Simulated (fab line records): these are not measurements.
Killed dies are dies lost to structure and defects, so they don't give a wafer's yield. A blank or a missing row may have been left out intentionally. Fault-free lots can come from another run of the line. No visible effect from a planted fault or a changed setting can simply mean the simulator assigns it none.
Chamber matching / flow gf180mcu / 4 sister chambers for GF_V3_ETCH_16 on rie-diel-04
The step etches BARC in N2/H2. 8 wafers are shown with their chamber, then 11 later ones without.

== EACH WAFER AND ITS CHAMBER ==
wafer=L082.5; chamber=2; drypump-motor-current-A (A)=5.9; throttle-valve-pct (%)=13.221
wafer=L083.1; chamber=0; drypump-motor-current-A (A)=5.6; throttle-valve-pct (%)=13.217
wafer=L083.4; chamber=1; drypump-motor-current-A (A)=5.8; throttle-valve-pct (%)=13.220
wafer=L083.6; chamber=0; drypump-motor-current-A (A)=5.6; throttle-valve-pct (%)=13.218
wafer=L088.2; chamber=1; drypump-motor-current-A (A)=5.8; throttle-valve-pct (%)=13.232
wafer=L088.3; chamber=2; drypump-motor-current-A (A)=5.9; throttle-valve-pct (%)=13.230
wafer=L088.5; chamber=3; drypump-motor-current-A (A)=5.5; throttle-valve-pct (%)=13.227
wafer=L089.3; chamber=3; drypump-motor-current-A (A)=5.6; throttle-valve-pct (%)=13.225

== WAFERS WITH NO CHAMBER GIVEN ==
wafer=L089.4; drypump-motor-current-A (A)=5.5; throttle-valve-pct (%)=13.225
wafer=L089.6; drypump-motor-current-A (A)=5.9; throttle-valve-pct (%)=13.245
wafer=L092.2; drypump-motor-current-A (A)=5.6; throttle-valve-pct (%)=13.227
wafer=L092.3; drypump-motor-current-A (A)=5.8; throttle-valve-pct (%)=13.222
wafer=L092.5; drypump-motor-current-A (A)=5.9; throttle-valve-pct (%)=13.220
wafer=L094.1; drypump-motor-current-A (A)=5.8; throttle-valve-pct (%)=13.235
wafer=L094.3; drypump-motor-current-A (A)=5.8; throttle-valve-pct (%)=13.231
wafer=L094.5; drypump-motor-current-A (A)=5.6; throttle-valve-pct (%)=13.220
wafer=L097.3; drypump-motor-current-A (A)=5.8; throttle-valve-pct (%)=13.221
wafer=L097.5; drypump-motor-current-A (A)=5.9; throttle-valve-pct (%)=13.237
wafer=L097.6; drypump-motor-current-A (A)=5.6; throttle-valve-pct (%)=13.220

== WHICH CHAMBER EACH ONE RAN IN ==
wafer=L089.4; from the rows above=can't be placed: 3 or 0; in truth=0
wafer=L089.6; from the rows above=can't be placed: 2 or 1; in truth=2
wafer=L092.2; from the rows above=can't be placed: 3 or 0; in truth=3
wafer=L092.3; from the rows above=1; in truth=1
wafer=L092.5; from the rows above=2; in truth=2
wafer=L094.1; from the rows above=can't be placed: 1 or 2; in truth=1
wafer=L094.3; from the rows above=1; in truth=1
wafer=L094.5; from the rows above=can't be placed: 0 or 3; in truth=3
wafer=L097.3; from the rows above=1; in truth=1
wafer=L097.5; from the rows above=can't be placed: 2 or 1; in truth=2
wafer=L097.6; from the rows above=can't be placed: 0 or 3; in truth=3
Placed correctly: 4 of 11. Unplaceable from these rows: 7, with the true chamber sitting among the candidates in 7. Placed wrongly: 0.
How it was worked out, from the rows above alone: a wafer's distance from a chamber is the root of the sum, over the readings, of the square of ((its reading less the chamber's mean) divided by the reading's scatter). If the next closest chamber is less than 2 further off than the closest, the wafer can't be placed; otherwise it belongs to the closest. The mean given for a chamber averages the wafers shown for that chamber. The scatter: take each reading less its chamber's mean, square it, sum over the shown wafers, divide by the number of wafers less the number of chambers, and take the root.
